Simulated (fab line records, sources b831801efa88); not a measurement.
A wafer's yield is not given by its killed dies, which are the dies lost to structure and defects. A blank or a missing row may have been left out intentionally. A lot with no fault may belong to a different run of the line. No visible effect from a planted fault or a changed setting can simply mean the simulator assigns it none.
Matching of chambers ; flow sky130 ; SKY_LI_CONTACT_HDPCVD_00 on hdpcvd-01 has 3 sister chambers
The step deposits PSG, target thk 930 nm, time 155 s. 6 wafers are shown with their chamber, then 6 later ones without.

== WAFERS WITH THEIR CHAMBER ==
wafer;chamber;runLengthS (s);sih4FlowSccm (sccm)
L479.6;0;181.7;60.10
L481.1;0;181.9;59.93
L481.4;1;181.8;59.93
L481.5;2;182.5;59.77
L486.3;1;181.6;60.31
L486.4;2;182.6;59.81

== WAFERS WITH NO CHAMBER GIVEN ==
wafer;runLengthS (s);sih4FlowSccm (sccm)
L486.5;181.7;60.02
L488.1;181.9;60.05
L488.3;181.8;59.73
L488.4;181.9;59.95
L490.2;183.1;60.36
L490.5;181.9;59.72

== EACH ONE'S CHAMBER ==
wafer;from the rows above;in truth
L486.5;can't be placed: 1 or 0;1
L488.1;can't be placed: 0 or 1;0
L488.3;can't be placed: 0 or 1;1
L488.4;can't be placed: 0 or 1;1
L490.2;2;2
L490.5;can't be placed: 0 or 1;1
Correctly placed: 1 of 6. Can't be placed from these rows: 5 (the true chamber is among the candidates in 5). Number placed wrongly: 0.
How it was worked out, from the rows above alone: a wafer's distance from a chamber is the root of the sum, over the readings, of the square of ((its reading less the chamber's mean) divided by the reading's scatter). The wafer belongs to the nearest chamber; if the next one is less than 2 further off, it can't be placed. The mean given for a chamber averages the wafers shown for that chamber. How the scatter is found: for the shown wafers, subtract from each reading the mean of its chamber, square and add these, divide the total by (wafers less chambers), then take the root.
